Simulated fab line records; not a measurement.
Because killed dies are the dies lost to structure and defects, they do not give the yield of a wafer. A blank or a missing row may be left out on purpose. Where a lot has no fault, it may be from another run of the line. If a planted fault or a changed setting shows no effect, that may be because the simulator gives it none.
Code-filled problem report in 8D (eight disciplines) form ; flow sky130 ; the parts of the form that need people (team, actions taken, sign-off) are left out

1. THE ISSUE
SKY_PAD_OPEN_PROBE_99, killed_at_M0_to_M3: mean 90 on 3 wafers (1 lot); fault-free wafers 42, standard deviation 6.8. That is +7.1 standard deviations from the usual mean.
Seen first at day 48 03:23 on prober-02, wafer L702.1. The record has a number at this step for 6 wafers belonging to 2 lots. Rule for "out" (also "out of limits"): further than 4 standard deviations from the usual mean. The rest of the wafers with a number are treated as sound.

2. WHAT IT IS AND WHAT IT IS NOT
question;is;is not
which readings at this step;killed_at_M0_to_M3, defect limited yield, killed dies, sort_bin_5_function, sort n pass, sort yield pct;killed_at_M4_up, killed at contacts, killed at front end, killed at other, killed open, killed short, sort_bin_6_memory
which lots;L702;L705
which wafers of those lots;all that have a number;-
read on which tools;prober-02;prober-01
when;from day 48 03:23;"up to then (0 sound wafers); but 3 sound wafers of L705 came after"

3. SUSPECTS, AND WHAT RULES EACH OUT
Counting: a tool at any process step up to the reading remains a suspect when it ran all the lots that are out and ran no sound lot after the first of those.
- wet bench-04 at SKY_METAL2_CLEAN_22 (cleans in IPA, time 180 s): kept. It ran the lot that is out, L702 (day 38 01:53), and no sound lot after that.
- plasma asher-02 at SKY_METAL5_STRIP_16 (strips in O2/N2): kept. It ran the lot that is out, L702 (day 46 08:12), and no sound lot after that.
- plasma asher-01 at SKY_PAD_OPEN_STRIP_08 (strips in O2/N2): kept. It ran the lot that is out, L702 (day 48 01:10), and no sound lot after that.
- prober-02 at SKY_PAD_OPEN_PROBE_99: kept. It ran the lot that is out, L702 (day 48 03:23), and no sound lot after that. Its own defect limited yield, killed_at_M0_to_M3, killed dies, sort_bin_5_function, sort n pass, sort yield pct readings are out on those wafers.
Left after counting: wet bench-04 at SKY_METAL2_CLEAN_22, plasma asher-02 at SKY_METAL5_STRIP_16, plasma asher-01 at SKY_PAD_OPEN_STRIP_08, prober-02 at SKY_PAD_OPEN_PROBE_99.

4. THE CAUSE (what the simulator had put in)
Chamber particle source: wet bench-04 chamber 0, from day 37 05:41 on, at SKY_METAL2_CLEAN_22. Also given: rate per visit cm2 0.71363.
Of the 4 suspects that counting leaves, this tool is one.

5. THE EFFECT CHAIN, in route order
One row per reading whose mean, taken over the struck wafers that have a number, lies over 3 standard deviations from the usual. Readings are gone through only where the record gives a usual standard deviation; hours: the median, over the lots, of the time from a lot's start at the first step in this table giving one to that lot's start at this step; sigmas: the change measured in usual standard deviations.
hours;step;reading;usual;on struck wafers;change;sigmas
0;SKY_PAD_OPEN_PROBE_99;defect limited yield;82.4 %;72.5;-9.9;-4.9
0;SKY_PAD_OPEN_PROBE_99;killed_at_M0_to_M3;42;90;+48;+7.1
0;SKY_PAD_OPEN_PROBE_99;killed dies;87;135;+48;+5.0
0;SKY_PAD_OPEN_PROBE_99;sort_bin_3_pad_short;0.9 %;2.5;+1.6;+3.6
0;SKY_PAD_OPEN_PROBE_99;sort_bin_5_function;10.4 %;17.2;+6.8;+4.6
0;SKY_PAD_OPEN_PROBE_99;sort n pass;405;357;-48;-5.0
0;SKY_PAD_OPEN_PROBE_99;sort yield pct;82.4 %;72.5;-9.9;-4.9
Here are the process steps it includes:
- SKY_PAD_OPEN_PROBE_99

6. WHAT WOULD HAVE CAUGHT IT SOONER
First out-of-limits reading in this record: day 48 03:23, which is 262 hours after fault onset at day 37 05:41.
By day 48 03:23, every lot that is out (1) had started SKY_METAL2_CLEAN_22 on wet bench-04. Tool hold at that time: it would have spared none of them.
